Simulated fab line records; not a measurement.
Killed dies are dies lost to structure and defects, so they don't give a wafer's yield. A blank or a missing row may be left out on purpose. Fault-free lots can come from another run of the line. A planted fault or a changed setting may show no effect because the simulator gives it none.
fab line records ; flow sky130
[record] lots = 15; wafers = 44; last-day = 50
route steps=708 shown LDD_HVP@284 PAD_OPEN@708
lots that met no fault: from a run of the same line without faults
start-h: the number of hours between the record's first day and the start of the first shown wafer of the lot ; wait-h: hours since the lot's step before ; " as in the row above ; L1.1+2: one row covering several wafers at once ; - no value, or no start given ; * or withheld: withheld ; < > ~ a bound
route shown NAME@n: a module of which the file shows steps, and the number in the route of the first ; usual: mean/standard deviation of fault-free wafers ; same: alike in all rows ; chamber/n: place in a boat ; sites: each site's reading ; _std_site: standard deviation across them ; _edge_site: outer sites' mean less inner sites' ; radius-mm: how far each site lies from the wafer's centre ; mask NAME#n: copy n ; behind: the last tool/chamber to shape the wafer ; hold: the reason the lot was held/the length of the hold in hours/how it ended ; device: transistor that didn't switch, given as n, p or np ; end of line: the route-end tests of the same wafers ; where a step has no rows: the recipe by itself ; killed: dies that structure and defects cost at the first sort, which is not the same as the wafer's yield ; map: shows each die of a wafer: x if killed, . if not, _ if none is there
set.NAME: the setting the step ran with; set.NAME@STEP: the setting that earlier step ran with ; model.NAME: the simulator's own value behind a step, which no gauge read
one table for each step of the route and one row for each wafer, over a sample of lots
[[steps]]
[step SKY_LDD_HVP_DEVELOP_06]
[recipe] resist = NOVOLAK; developer = TMAH; develop-time-s = 60; dev-temp-c = 23
lot.wafer;tool;chamber;start-h;wait-h
L421.1+5+6;litho-track-04;0;487.00;0.1
L422.2+4+6;litho-track-02;0;492.09;0.1
L423.1+4+6;litho-track-04;0;504.35;0.1
L424.2+5+6;litho-track-04;0;523.07;0.1
L426.1+5+6;litho-track-01;0;535.09;0.1
L427.3+4+5;litho-track-04;0;549.25;0.1
L428.3+4+5;litho-track-01;0;557.29;0.1
L430.2+5+6;litho-track-04;0;572.02;0.1
L432.2+4+6;litho-track-04;0;589.92;0.1
L433.5+6;litho-track-04;0;601.00;0.1
L438.4+5+6;litho-track-01;0;640.81;0.1
L439.2+4+5;litho-track-01;0;657.21;0.1
L440.2+3+6;litho-track-04;0;660.22;0.1
L441.2+3+5;litho-track-01;0;667.96;0.1
L442.1+3+5;litho-track-02;0;676.01;0.1
[step SKY_LDD_HVP_TW_MEAS_10]
[usual] LDD_HVP_TW = 451/3.9
lot.wafer;tool;chamber;start-h;wait-h;LDD_HVP_TW
L421.1;film-metro-02;-;487.43;0.1;451
L421.5;film-metro-02;-;487.43;0.1;450
L421.6;film-metro-02;-;487.43;0.1;451
L422.2;film-metro-01;-;492.51;0.1;449
L422.4;film-metro-01;-;492.51;0.1;450
L422.6;film-metro-01;-;492.51;0.1;447
L423.1;film-metro-02;-;504.78;0.1;450
L423.4;film-metro-02;-;504.78;0.1;445
L423.6;film-metro-02;-;504.78;0.1;450
L424.2;film-metro-01;-;523.49;0.1;450
L424.5;film-metro-01;-;523.49;0.1;451
L424.6;film-metro-01;-;523.49;0.1;451
L426.1;film-metro-02;-;535.53;0.1;451
L426.5;film-metro-02;-;535.53;0.1;450
L426.6;film-metro-02;-;535.53;0.1;452
L427.3;film-metro-01;-;549.65;0.1;450
L427.4;film-metro-01;-;549.65;0.1;451
L427.5;film-metro-01;-;549.65;0.1;451
L428.3;film-metro-04;-;557.70;0.1;461
L428.4;film-metro-04;-;557.70;0.1;459
L428.5;film-metro-04;-;557.70;0.1;461
L430.2;film-metro-02;-;572.44;0.1;428
L430.5;film-metro-02;-;572.44;0.1;452
L430.6;film-metro-02;-;572.44;0.1;430
L432.2;film-metro-01;-;590.34;0.1;428
L432.4;film-metro-01;-;590.34;0.1;445
L432.6;film-metro-01;-;590.34;0.1;425
L433.5;film-metro-01;-;601.37;0.0;450
L433.6;film-metro-01;-;601.37;0.0;429
L438.4;film-metro-01;-;641.21;0.1;450
L438.5;film-metro-01;-;641.21;0.1;451
L438.6;film-metro-01;-;641.21;0.1;451
L439.2;film-metro-01;-;657.64;0.1;448
L439.4;film-metro-01;-;657.64;0.1;449
L439.5;film-metro-01;-;657.64;0.1;448
L440.2;film-metro-01;-;660.64;0.1;448
L440.3;film-metro-01;-;660.64;0.1;446
L440.6;film-metro-01;-;660.64;0.1;450
L441.2;film-metro-02;-;668.39;0.1;448
L441.3;film-metro-02;-;668.39;0.1;446
L441.5;film-metro-02;-;668.39;0.1;447
L442.1;film-metro-01;-;676.45;0.1;448
L442.3;film-metro-01;-;676.45;0.1;446
L442.5;film-metro-01;-;676.45;0.1;447
[step SKY_PAD_OPEN_PROBE_99]
[usual] killed_at_M0_to_M3 = 45/7.3; killed_at_M4_up = 3.1/1.7; killed-at-contacts = 25/5.1; killed-at-front-end = 15/4.5; killed-at-other = 0.3/0.56; killed-dies = 88/9.4; killed-on-rim = 17/4.3; killed-open = 47/6.6; killed-short = 40/6.9
[same] gross-dies = 492; killed-at-back-side = 0
lot.wafer;tool;chamber;start-h;wait-h;killed_at_M0_to_M3;killed_at_M4_up;killed-at-contacts;killed-at-front-end;killed-at-other;killed-dies;killed-on-rim;killed-open;killed-short
L430.2;prober-02;-;1124.76;0.1;35;3;25;406;0;469;96;40;46
L430.5;prober-02;-;1124.91;0.2;47;4;25;10;1;87;17;49;37
L430.6;prober-02;-;1124.96;0.2;50;0;38;380;1;469;96;60;39
L432.2;prober-02;-;1138.67;0.1;41;3;34;388;0;466;96;50;39
L432.4;prober-02;-;1138.77;0.2;40;2;30;13;0;85;13;49;36
L432.6;prober-02;-;1138.87;0.2;29;2;20;421;1;473;95;28;39
L433.5;prober-01;-;1145.09;0.2;39;1;30;14;1;85;20;59;26
L433.6;prober-01;-;1145.14;0.2;41;5;26;392;0;464;96;47;33
// killed by level:class
L430.2 LDD_HVP:area-develop=383 FIELD_ISO:geometric-particle:open=8 CONTACT:geometric-particle:short=7 VIA3:geometric-particle:open=7 FIELD_ISO:geometric-particle:short=5 POLY_GATE:geometric-particle:short=5 LI_CONTACT:geometric-particle:open=5 LOCAL_INTERCONNECT:geometric-particle:short=5
L430.5 CONTACT:geometric-particle:open=12 VIA1:geometric-particle:open=10 VIA1:geometric-particle:short=8 LI_CONTACT:geometric-particle:open=7 VIA3:geometric-particle:open=6 VIA2:geometric-particle:open=5 METAL3:geometric-particle:short=4 VIA3:geometric-particle:short=4
L430.6 LDD_HVP:area-develop=369 CONTACT:geometric-particle:open=19 VIA1:geometric-particle:open=14 METAL2:geometric-particle:short=7 VIA2:geometric-particle:open=7 LI_CONTACT:geometric-particle:open=5 CONTACT:geometric-particle:short=5 METAL1:geometric-particle:short=5
L432.2 LDD_HVP:area-develop=377 VIA1:geometric-particle:open=12 CONTACT:geometric-particle:open=12 CONTACT:geometric-particle:short=8 LI_CONTACT:geometric-particle:open=7 VIA2:geometric-particle:open=7 METAL2:geometric-particle:short=6 LOCAL_INTERCONNECT:geometric-particle:short=5
L432.4 CONTACT:geometric-particle:open=18 VIA1:geometric-particle:open=10 METAL1:geometric-particle:short=6 METAL2:geometric-particle:short=6 LI_CONTACT:geometric-particle:open=5 FIELD_ISO:geometric-particle:short=4 VIA1:geometric-particle:short=4 VIA3:geometric-particle:open=4
L432.6 LDD_HVP:area-develop=406 POLY_GATE:geometric-particle:short=8 CONTACT:geometric-particle:open=7 VIA2:geometric-particle:open=7 LI_CONTACT:geometric-particle:short=4 LOCAL_INTERCONNECT:geometric-particle:short=4 METAL1:geometric-particle:short=4 METAL2:geometric-particle:short=4
L433.5 LI_CONTACT:geometric-particle:open=12 CONTACT:geometric-particle:open=11 VIA1:geometric-particle:open=11 VIA2:geometric-particle:open=6 VIA1:geometric-particle:short=6 POLY_GATE:geometric-particle:open=5 METAL1:geometric-particle:short=4 VIA3:geometric-particle:open=4
L433.6 LDD_HVP:area-develop=384 CONTACT:geometric-particle:open=9 LI_CONTACT:geometric-particle:open=8 VIA1:geometric-particle:open=7 METAL2:geometric-particle:short=7 VIA2:geometric-particle:open=7 VIA3:geometric-particle:open=6 POLY_GATE:geometric-particle:short=4
[[key]]
[first-sign] step = SKY_LDD_HVP_TW_MEAS_10; reading = LDD_HVP_TW; direction = down; sigmas = 5.8; usual = 451; struck = 428
[effect] step = SKY_PAD_OPEN_PROBE_99; reading = killed-at-front-end; direction = up; sigmas = 85; usual = 15; struck = 397
[more-kills-born-at] SKY_LDD_HVP_DEVELOP_06@litho-track-04 = 1919
met-at SKY_LDD_HVP_DEVELOP_06
struck-lots L430,L432,L433
struck-wafers L430.2,L430.6,L432.2,L432.6,L433.6
tester-left-out L430,L432,L433
onset-between 549.25 572.02
[fault] kind = process-parameter-drift; tool = litho-track-04; chamber = -; onset-h = 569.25; steps = SKY_LDD_HVP_DEVELOP_06; channel = develop-time-s; offset = *; shape = step; end-h = 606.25; scope = struck-wafers-only; acts-in = *; stated = *
// tester-left-out: of these lots the tester's yield and bins aren't shown, on N5 and GAA mostly nor the transistor test; their killed dies are dies lost to structure and defects alone, not to doping, threshold or leakage, so they don't give the yield
